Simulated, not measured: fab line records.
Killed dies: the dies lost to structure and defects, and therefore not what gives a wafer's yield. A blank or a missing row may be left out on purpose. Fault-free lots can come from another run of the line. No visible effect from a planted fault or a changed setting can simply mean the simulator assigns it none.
Which of the tools did it? || flow gf180mcu || 6 lots, 18 wafers sampled, at 2 steps of a route of 602

## WHAT THE GAUGES READ, wafer by wafer
GF_STI_THK_MEAS_02.
{"lot": "L135", "measured": "day 1 16:31", "on": "filmMetro-02", "STI_OXIDATION_THK (nm)": "9.94 9.83 9.77"}
{"lot": "L138", "measured": "day 2 07:31", "on": "filmMetro-04", "STI_OXIDATION_THK (nm)": "10.06 10.29 10.27"}
{"lot": "L141", "measured": "day 2 22:31", "on": "filmMetro-04", "STI_OXIDATION_THK (nm)": "13.10 13.04 13.08"}
{"lot": "L146", "measured": "day 3 23:49", "on": "filmMetro-03", "STI_OXIDATION_THK (nm)": "9.99 10.00 10.03"}
{"lot": "L148", "measured": "day 4 10:37", "on": "filmMetro-03", "STI_OXIDATION_THK (nm)": "10.13 10.09 10.02"}
{"lot": "L153", "measured": "day 5 10:31", "on": "filmMetro-03", "STI_OXIDATION_THK (nm)": "9.96 9.93 10.12"}

## WHICH TOOL RAN EACH LOT (tool, then ch and the chambers of the sampled wafers, then the start)
{"lot": "L135", "GF_STI_OXIDATION_01": "furnace-01 ch 0, day 1 15:07"}
{"lot": "L138", "GF_STI_OXIDATION_01": "furnace-02 ch 0, day 2 06:07"}
{"lot": "L141", "GF_STI_OXIDATION_01": "furnace-01 ch 0, day 2 21:07"}
{"lot": "L146", "GF_STI_OXIDATION_01": "furnace-02 ch 0, day 3 22:25"}
{"lot": "L148", "GF_STI_OXIDATION_01": "furnace-02 ch 0, day 4 09:12"}
{"lot": "L153", "GF_STI_OXIDATION_01": "furnace-02 ch 0, day 5 09:07"}
- GF_STI_OXIDATION_01: stabilise 600 s, purge 300 s, target thk 10 nm.

## THE ANSWER, worked out from the rows above alone
Rule: the usual values come from the lots themselves. Put in order of their means at a reading, lots are off if they are a third of the lots or fewer, leave a main group of 4 or more, and stand apart from it by a gap of 3 or more times the standard deviation of the main group's means; of several such gaps the widest counts. A main group whose means are all the same, to the digits that the tables above print for the reading, isn't used. Also off: a lot with no number at a reading for which 4 or more lots have one. The other lots that the step has rows for count as sound.
Off: L141, at GF_STI_THK_MEAS_02 (STI_OXIDATION_THK). Main group: mean 10.03 nm, sd 0.12.
A tool fits if, at a process step before that reading, it ran every lot that is off, and no sound lot after the first of them. Gauges at GF_STI_THK_MEAS_02: tried the same way as those tools. Can't be told from this: 2 tools fit, furnace-01 at GF_STI_OXIDATION_01, filmMetro-04 at GF_STI_THK_MEAS_02.

## WHAT HAD BEEN PUT IN BY THE SIMULATOR
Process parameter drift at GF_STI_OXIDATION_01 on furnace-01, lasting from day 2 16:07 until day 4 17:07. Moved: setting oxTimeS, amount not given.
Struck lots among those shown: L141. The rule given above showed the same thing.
